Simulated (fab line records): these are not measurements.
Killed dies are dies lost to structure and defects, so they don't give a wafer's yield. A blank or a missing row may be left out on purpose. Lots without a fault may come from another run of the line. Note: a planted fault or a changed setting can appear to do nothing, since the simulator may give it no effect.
Which of the tools did it? / flow gf180mcu / 36 wafers from 12 lots sampled at 5 of the route's 602 steps

== WHAT THE GAUGES READ, wafer by wafer ==
GF_HV_LDD_TW_MEAS_23. Usual: HV_LDD_2_TW 1056, standard deviation 13.
lot=L622; measured=day 12 02:20; on=filmMetro-03; HV_LDD_2_TW=1072 1068 1064; flag=
lot=L623; measured=day 12 10:07; on=filmMetro-01; HV_LDD_2_TW=1043 1046 1047; flag=
lot=L624; measured=day 12 12:47; on=filmMetro-04; HV_LDD_2_TW=1045 1047 1043; flag=
lot=L625; measured=day 12 22:11; on=filmMetro-03; HV_LDD_2_TW=1146 1147 1148 1147 1147 1143; flag=OFF
lot=L626; measured=day 13 02:30; on=filmMetro-01; HV_LDD_2_TW=1049 1049 1047; flag=
lot=L627; measured=day 13 14:32; on=filmMetro-04; HV_LDD_2_TW=1125 1126 1131 1131 1131 1128; flag=OFF
lot=L635; measured=day 16 04:02; on=filmMetro-04; HV_LDD_2_TW=1052 1045 1050; flag=
lot=L636; measured=day 16 11:23; on=filmMetro-01; HV_LDD_2_TW=1050 1046 1048; flag=
lot=L637; measured=day 16 16:44; on=filmMetro-04; HV_LDD_2_TW=1050 1047 1048; flag=
lot=L638; measured=day 17 11:41; on=filmMetro-03; HV_LDD_2_TW=1077 1078 1074; flag=
lot=L640; measured=day 18 02:17; on=filmMetro-03; HV_LDD_2_TW=1068 1062 1067; flag=
lot=L641; measured=day 18 02:19; on=filmMetro-04; HV_LDD_2_TW=1051 1045 1046; flag=

GF_HV_LDD_CD_MEAS_31 targets a cd of 400 nm. Usual: cdNm reads 400.1 nm (standard deviation 2.2).
lot=L622; measured=day 12 21:47; on=cdSem-02; cdNm (nm)=399.1 398.1 396.6; flag=
lot=L623; measured=day 13 05:22; on=cdSem-01; cdNm (nm)=399.9 400.5 402.0; flag=
lot=L624; measured=day 13 08:37; on=cdSem-02; cdNm (nm)=398.9 401.2 398.9; flag=
lot=L625; measured=day 13 17:32; on=cdSem-02; cdNm (nm)=399.9 400.8 399.8; flag=
lot=L626; measured=day 13 22:09; on=cdSem-01; cdNm (nm)=397.0 395.9 397.8; flag=
lot=L627; measured=day 14 11:24; on=cdSem-01; cdNm (nm)=400.4 396.6 397.1; flag=
lot=L635; measured=day 17 01:49; on=cdSem-02; cdNm (nm)=399.4 398.9 400.5; flag=
lot=L636; measured=day 17 10:59; on=cdSem-02; cdNm (nm)=398.2 397.8 396.8; flag=
lot=L637; measured=day 17 15:22; on=cdSem-02; cdNm (nm)=398.8 400.2 397.4; flag=
lot=L638; measured=day 18 09:53; on=cdSem-01; cdNm (nm)=397.1 399.5 399.1; flag=
lot=L640; measured=day 19 02:13; on=cdSem-02; cdNm (nm)=399.1 399.4 400.1; flag=
lot=L641; measured=day 19 02:17; on=cdSem-01; cdNm (nm)=404.2 401.3 402.6; flag=

== EACH LOT AND THE TOOL THAT RAN IT (in order: tool; ch and the chambers of the sampled wafers; start) ==
lot=L622; GF_VT_IMPLANT_STRIP_09=plasmaAsher-04 ch 0,1, day 6 17:40; GF_POLY_GATE_ETCH_12=rieDiel-03 ch 0,2,3, day 10 11:26; GF_HV_LDD_IMPLANT_21=implanter-03 ch 0, day 12 02:05
lot=L623; GF_VT_IMPLANT_STRIP_09=plasmaAsher-02 ch 0,1, day 7 00:09; GF_POLY_GATE_ETCH_12=rieDiel-02 ch 0,1,3, day 10 17:39; GF_HV_LDD_IMPLANT_21=implanter-01 ch 0, day 12 09:53
lot=L624; GF_VT_IMPLANT_STRIP_09=plasmaAsher-01 ch 0,1, day 7 03:13; GF_POLY_GATE_ETCH_12=rieDiel-04 ch 0,1,3, day 10 19:26; GF_HV_LDD_IMPLANT_21=implanter-01 ch 0, day 12 12:32
lot=L625; GF_VT_IMPLANT_STRIP_09=plasmaAsher-02 ch 0,1, day 7 10:52; GF_POLY_GATE_ETCH_12=rieDiel-02 ch 0,1,2, day 11 05:17; GF_HV_LDD_IMPLANT_21=implanter-01 ch 0, day 12 21:56
lot=L626; GF_VT_IMPLANT_STRIP_09=plasmaAsher-02 ch 0,1, day 7 16:07; GF_POLY_GATE_ETCH_12=rieDiel-02 ch 0,2,3, day 11 09:26; GF_HV_LDD_IMPLANT_21=implanter-03 ch 0, day 13 02:16
lot=L627; GF_VT_IMPLANT_STRIP_09=plasmaAsher-01 ch 1, day 7 22:25; GF_POLY_GATE_ETCH_12=rieDiel-02 ch 0,2, day 11 19:47; GF_HV_LDD_IMPLANT_21=implanter-01 ch 0, day 13 14:18
lot=L635; GF_VT_IMPLANT_STRIP_09=plasmaAsher-04 ch 0,1, day 9 23:22; GF_POLY_GATE_ETCH_12=rieDiel-04 ch 0,1,3, day 14 05:20; GF_HV_LDD_IMPLANT_21=implanter-03 ch 0, day 16 03:47
lot=L636; GF_VT_IMPLANT_STRIP_09=plasmaAsher-04 ch 0,1, day 10 03:49; GF_POLY_GATE_ETCH_12=rieDiel-04 ch 0,1,3, day 14 10:38; GF_HV_LDD_IMPLANT_21=implanter-03 ch 0, day 16 11:08
lot=L637; GF_VT_IMPLANT_STRIP_09=plasmaAsher-02 ch 0,1, day 10 10:13; GF_POLY_GATE_ETCH_12=rieDiel-02 ch 0,2, day 14 19:47; GF_HV_LDD_IMPLANT_21=implanter-01 ch 0, day 16 16:29
lot=L638; GF_VT_IMPLANT_STRIP_09=plasmaAsher-01 ch 0,1, day 10 20:22; GF_POLY_GATE_ETCH_12=rieDiel-02 ch 1,2, day 15 10:05; GF_HV_LDD_IMPLANT_21=implanter-03 ch 0, day 17 11:26
lot=L640; GF_VT_IMPLANT_STRIP_09=plasmaAsher-01 ch 0,1, day 11 08:25; GF_POLY_GATE_ETCH_12=rieDiel-04 ch 1,2,3, day 15 20:11; GF_HV_LDD_IMPLANT_21=implanter-03 ch 0, day 18 02:02
lot=L641; GF_VT_IMPLANT_STRIP_09=plasmaAsher-01 ch 0,1, day 11 11:31; GF_POLY_GATE_ETCH_12=rieDiel-03 ch 0,1,2, day 16 00:11; GF_HV_LDD_IMPLANT_21=implanter-01 ch 0, day 18 02:02
- GF_VT_IMPLANT_STRIP_09: strips in O2/N2.
- GF_POLY_GATE_ETCH_12: etches BARC in N2/H2.
- GF_HV_LDD_IMPLANT_21

== WHAT THE TOOLS THEMSELVES READ (means of the sampled wafers that have a number; where no wafer has one, the mark that the record gives instead) ==
GF_VT_IMPLANT_STRIP_09. Usual: drypumpMotorCurrentA 5.80 A, standard deviation 0.24; heaterPowerW 315 W, standard deviation 39; n2FlowSccm 300.0 sccm, standard deviation 0.91; oesProductAu 0.715 a.u., standard deviation 0.0046; stripTimeToEndpointS 12.62 s, standard deviation 0.033.
lot=L622; tool=plasmaAsher-04; drypumpMotorCurrentA (A)=5.89; heaterPowerW (W)=296; n2FlowSccm (sccm)=300.1; oesProductAu (a.u.)=0.716; stripTimeToEndpointS (s)=12.59; flag=
lot=L623; tool=plasmaAsher-02; drypumpMotorCurrentA (A)=5.61; heaterPowerW (W)=314; n2FlowSccm (sccm)=300.1; oesProductAu (a.u.)=0.717; stripTimeToEndpointS (s)=12.65; flag=
lot=L624; tool=plasmaAsher-01; drypumpMotorCurrentA (A)=5.68; heaterPowerW (W)=349; n2FlowSccm (sccm)=299.4; oesProductAu (a.u.)=0.713; stripTimeToEndpointS (s)=12.63; flag=
lot=L625; tool=plasmaAsher-02; drypumpMotorCurrentA (A)=5.59; heaterPowerW (W)=310; n2FlowSccm (sccm)=300.1; oesProductAu (a.u.)=0.715; stripTimeToEndpointS (s)=12.60; flag=
lot=L626; tool=plasmaAsher-02; drypumpMotorCurrentA (A)=5.60; heaterPowerW (W)=310; n2FlowSccm (sccm)=301.0; oesProductAu (a.u.)=0.719; stripTimeToEndpointS (s)=12.57; flag=
lot=L627; tool=plasmaAsher-01; drypumpMotorCurrentA (A)=5.55; heaterPowerW (W)=363; n2FlowSccm (sccm)=298.7; oesProductAu (a.u.)=0.713; stripTimeToEndpointS (s)=12.58; flag=
lot=L635; tool=plasmaAsher-04; drypumpMotorCurrentA (A)=6.06; heaterPowerW (W)=270; n2FlowSccm (sccm)=299.9; oesProductAu (a.u.)=0.719; stripTimeToEndpointS (s)=12.59; flag=
lot=L636; tool=plasmaAsher-04; drypumpMotorCurrentA (A)=5.89; heaterPowerW (W)=297; n2FlowSccm (sccm)=299.1; oesProductAu (a.u.)=0.712; stripTimeToEndpointS (s)=12.63; flag=
lot=L637; tool=plasmaAsher-02; drypumpMotorCurrentA (A)=5.60; heaterPowerW (W)=311; n2FlowSccm (sccm)=300.6; oesProductAu (a.u.)=0.715; stripTimeToEndpointS (s)=12.63; flag=
lot=L638; tool=plasmaAsher-01; drypumpMotorCurrentA (A)=5.67; heaterPowerW (W)=350; n2FlowSccm (sccm)=300.2; oesProductAu (a.u.)=0.714; stripTimeToEndpointS (s)=12.59; flag=
lot=L640; tool=plasmaAsher-01; drypumpMotorCurrentA (A)=5.67; heaterPowerW (W)=357; n2FlowSccm (sccm)=300.3; oesProductAu (a.u.)=0.718; stripTimeToEndpointS (s)=12.61; flag=
lot=L641; tool=plasmaAsher-01; drypumpMotorCurrentA (A)=5.67; heaterPowerW (W)=348; n2FlowSccm (sccm)=300.8; oesProductAu (a.u.)=0.710; stripTimeToEndpointS (s)=12.64; flag=

GF_POLY_GATE_ETCH_12. Usual: drypumpMotorCurrentA 5.9 A, standard deviation 0.51; n2FlowSccm 100.04 sccm, standard deviation 0.3; oesProductAu 0.735 a.u., standard deviation 0.0044; throttleValvePct 13.215 %, standard deviation 0.0083.
lot=L622; tool=rieDiel-03; drypumpMotorCurrentA (A)=5.8; n2FlowSccm (sccm)=99.89; oesProductAu (a.u.)=0.732; throttleValvePct (%)=13.221; flag=
lot=L623; tool=rieDiel-02; drypumpMotorCurrentA (A)=5.9; n2FlowSccm (sccm)=100.11; oesProductAu (a.u.)=0.738; throttleValvePct (%)=13.212; flag=
lot=L624; tool=rieDiel-04; drypumpMotorCurrentA (A)=6.4; n2FlowSccm (sccm)=99.72; oesProductAu (a.u.)=0.739; throttleValvePct (%)=13.204; flag=
lot=L625; tool=rieDiel-02; drypumpMotorCurrentA (A)=5.6; n2FlowSccm (sccm)=100.03; oesProductAu (a.u.)=0.735; throttleValvePct (%)=13.208; flag=
lot=L626; tool=rieDiel-02; drypumpMotorCurrentA (A)=6.0; n2FlowSccm (sccm)=100.27; oesProductAu (a.u.)=0.733; throttleValvePct (%)=13.214; flag=
lot=L627; tool=rieDiel-02; drypumpMotorCurrentA (A)=5.7; n2FlowSccm (sccm)=99.94; oesProductAu (a.u.)=0.734; throttleValvePct (%)=13.217; flag=
lot=L635; tool=rieDiel-04; drypumpMotorCurrentA (A)=6.4; n2FlowSccm (sccm)=99.80; oesProductAu (a.u.)=0.737; throttleValvePct (%)=13.217; flag=
lot=L636; tool=rieDiel-04; drypumpMotorCurrentA (A)=6.4; n2FlowSccm (sccm)=100.10; oesProductAu (a.u.)=0.735; throttleValvePct (%)=13.219; flag=
lot=L637; tool=rieDiel-02; drypumpMotorCurrentA (A)=6.1; n2FlowSccm (sccm)=100.35; oesProductAu (a.u.)=0.735; throttleValvePct (%)=13.216; flag=
lot=L638; tool=rieDiel-02; drypumpMotorCurrentA (A)=5.2; n2FlowSccm (sccm)=100.27; oesProductAu (a.u.)=0.733; throttleValvePct (%)=13.205; flag=
lot=L640; tool=rieDiel-04; drypumpMotorCurrentA (A)=6.2; n2FlowSccm (sccm)=99.88; oesProductAu (a.u.)=0.737; throttleValvePct (%)=13.209; flag=
lot=L641; tool=rieDiel-03; drypumpMotorCurrentA (A)=5.7; n2FlowSccm (sccm)=100.02; oesProductAu (a.u.)=0.735; throttleValvePct (%)=13.218; flag=

GF_HV_LDD_IMPLANT_21. Usual: beamEnergyKeV 25.000, standard deviation 0.0067; endStationPressureTorr 5.24e-06 Torr, standard deviation 2.4e-07.
lot=L622; tool=implanter-03; beamEnergyKeV=24.995; endStationPressureTorr (Torr)=5.45e-06; flag=
lot=L623; tool=implanter-01; beamEnergyKeV=24.998; endStationPressureTorr (Torr)=5.15e-06; flag=
lot=L624; tool=implanter-01; beamEnergyKeV=24.999; endStationPressureTorr (Torr)=5.24e-06; flag=
lot=L625; tool=implanter-01; beamEnergyKeV=32.646; endStationPressureTorr (Torr)=5.22e-06; flag=OFF
lot=L626; tool=implanter-03; beamEnergyKeV=25.001; endStationPressureTorr (Torr)=5.24e-06; flag=
lot=L627; tool=implanter-01; beamEnergyKeV=32.652; endStationPressureTorr (Torr)=5.06e-06; flag=OFF
lot=L635; tool=implanter-03; beamEnergyKeV=24.999; endStationPressureTorr (Torr)=5.31e-06; flag=
lot=L636; tool=implanter-03; beamEnergyKeV=25.002; endStationPressureTorr (Torr)=5.36e-06; flag=
lot=L637; tool=implanter-01; beamEnergyKeV=25.007; endStationPressureTorr (Torr)=5.01e-06; flag=
lot=L638; tool=implanter-03; beamEnergyKeV=25.003; endStationPressureTorr (Torr)=5.26e-06; flag=
lot=L640; tool=implanter-03; beamEnergyKeV=24.998; endStationPressureTorr (Torr)=5.23e-06; flag=
lot=L641; tool=implanter-01; beamEnergyKeV=24.997; endStationPressureTorr (Torr)=5.14e-06; flag=

== THE ANSWER, worked out from the rows above alone ==
Rule: lot off if the mean of its wafers having a number is beyond 3 standard deviations from the usual mean. Also off: a lot with no number at a reading for which 4 or more lots have one. The other lots that the step has rows for count as sound. After the gauges, taken in route order, come the tools' own readings; for these a lot's mean is taken, as printed above. The first step at which some lot is off is used, and at that step the reading that is off furthest; a lot without a number counts as furthest.
Off: at GF_HV_LDD_TW_MEAS_23 (HV_LDD_2_TW), L625, L627.
If a tool, at a process step before that reading, ran all the lots that are off and no sound lot after the first of them, it fits. The gauges at GF_HV_LDD_TW_MEAS_23 aren't tried: what is off there is off at GF_HV_LDD_IMPLANT_21 too, on other tools, and a gauge's error can't cause that. Not one of the candidates tried fits.

== WHAT HAD BEEN PUT IN BY THE SIMULATOR ==
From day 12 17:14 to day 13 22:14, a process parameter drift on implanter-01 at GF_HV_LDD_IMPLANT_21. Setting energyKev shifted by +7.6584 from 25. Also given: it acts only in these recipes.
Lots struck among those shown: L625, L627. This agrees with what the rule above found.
